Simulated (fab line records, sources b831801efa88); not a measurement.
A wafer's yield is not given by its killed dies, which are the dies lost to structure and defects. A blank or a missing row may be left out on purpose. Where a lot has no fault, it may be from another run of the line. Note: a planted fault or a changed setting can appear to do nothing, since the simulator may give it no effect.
Which tool is to blame?	flow gf180mcu	12 lots, 36 wafers sampled, at 5 steps of a route of 602

WHAT THE GAUGES READ, wafer by wafer
GF_PASSIVATION_THK_MEAS_01.
lot	measured	on	PASSIVATION_CVD_00_THK (nm)
L076	day 28 16:13	film_metro-02	980 1003 1010
L077	day 29 10:56	film_metro-01	984 984 984
L079	day 30 00:53	film_metro-04	987 999 1007
L080	day 30 13:04	film_metro-01	982 1009 997
L083	day 31 02:50	film_metro-01	999 988 1014
L085	day 31 16:35	film_metro-02	979 1003 1009
L087	day 32 02:20	film_metro-02	986 986 997
L089	day 32 12:31	film_metro-01	982 985 1001
L091	day 33 03:20	film_metro-04	1010 1024 1023
L093	day 33 07:26	film_metro-01	992 1024 1006
L095	day 33 17:44	film_metro-02	1010 998 1024
L097	day 34 06:55	film_metro-02	984 986 997

WHICH TOOL RAN EACH LOT (tool, then ch and the chambers of the sampled wafers, then the start)
lot	GF_V2_ETCH_16	GF_V2_ETCH_17	GF_M3_STRIP_17	GF_V4_ETCH_16
L076	rie_diel-01 ch 0,2, day 20 22:06	rie_diel-01 ch 0,2, day 21 23:53 or earlier	plasma_asher-03 ch 0,1, day 21 23:53	rie_diel-04 ch 0,1,3, day 24 23:33
L077	rie_diel-03 ch 0,3, day 21 19:45	rie_diel-03 ch 0,3, day 22 21:04 or earlier	plasma_asher-02 ch 0,1, day 22 21:04	rie_diel-04 ch 0,2,3, day 25 20:05
L079	rie_diel-02 ch 1,3, day 22 15:25	rie_diel-02 ch 1,3, day 23 15:42 or earlier	plasma_asher-04 ch 0,1, day 23 15:42	rie_diel-03 ch 0,2,3, day 26 12:17
L080	rie_diel-02 ch 0,3, day 23 04:14	rie_diel-02 ch 0,3, day 24 04:37 or earlier	plasma_asher-02 ch 0,1, day 24 04:37	rie_diel-02 ch 0,1,2, day 27 00:26
L083	rie_diel-02 ch 1,2,3, day 23 21:54	rie_diel-02 ch 1,2,3, day 24 21:44 or earlier	plasma_asher-04 ch 0,1, day 24 21:44	rie_diel-03 ch 0,2,3, day 27 16:27
L085	rie_diel-03 ch 0,3, day 24 15:05	rie_diel-03 ch 0,3, day 25 15:21 or earlier	plasma_asher-02 ch 0,1, day 25 15:21	rie_diel-02 ch 1,2,3, day 28 08:57
L087	rie_diel-03 ch 0,1,3, day 25 01:54	rie_diel-03 ch 0,1,3, day 26 01:38 or earlier	plasma_asher-03 ch 0,1, day 26 01:38	rie_diel-04 ch 1,2,3, day 28 18:27
L089	rie_diel-02 ch 0,1,3, day 25 15:51	rie_diel-02 ch 0,1,3, day 26 14:29 or earlier	plasma_asher-03 ch 0,1, day 26 14:29	rie_diel-03 ch 2,3, day 29 06:27
L091	rie_diel-03 ch 0,2, day 26 10:46	rie_diel-03 ch 0,2, day 27 09:28 or earlier	plasma_asher-03 ch 0,1, day 27 09:28	rie_diel-03 ch 0,2, day 30 00:02
L093	rie_diel-02 ch 0,1,3, day 26 17:03	rie_diel-02 ch 0,1,3, day 27 15:17 or earlier	plasma_asher-04 ch 1, day 27 15:17	rie_diel-04 ch 0,1,3, day 30 05:12
L095	rie_diel-02 ch 0,3, day 27 05:35	rie_diel-02 ch 0,3, day 28 03:42 or earlier	plasma_asher-02 ch 0,1, day 28 03:42	rie_diel-04 ch 1,2,3, day 30 17:09
L097	rie_diel-03 ch 0,1,3, day 27 23:00	rie_diel-03 ch 0,1,3, day 28 19:20 or earlier	plasma_asher-03 ch 0,1, day 28 19:20	rie_diel-03 ch 0,1, day 31 08:15
- GF_V2_ETCH_16: etches BARC in N2/H2.
- GF_V2_ETCH_17: etches SiO2 in C4F8/O2/Ar, stops on TiN, target depth 630 nm.
- GF_M3_STRIP_17: strips in O2/N2.
- GF_V4_ETCH_16: etches BARC in N2/H2.

THE ANSWER, worked out from the rows above alone
Rule: the lots themselves supply what counts as usual. The widest of any qualifying gaps counts: lots, ordered by their means at a reading, are off when they make up no more than a third of the lots, leave a main group of 4 or more, and stand apart from it by 3 or more times the standard deviation of that group's means. Not used: any main group whose means are identical at the precision the tables above print for the reading. Also off: a lot with no number at a reading for which 4 or more lots have one. Where the step has rows for the other lots, those lots are counted as sound.
Across all readings shown, no lot is off: no conclusion can be drawn from this.

WHAT THE SIMULATOR HAD PUT IN
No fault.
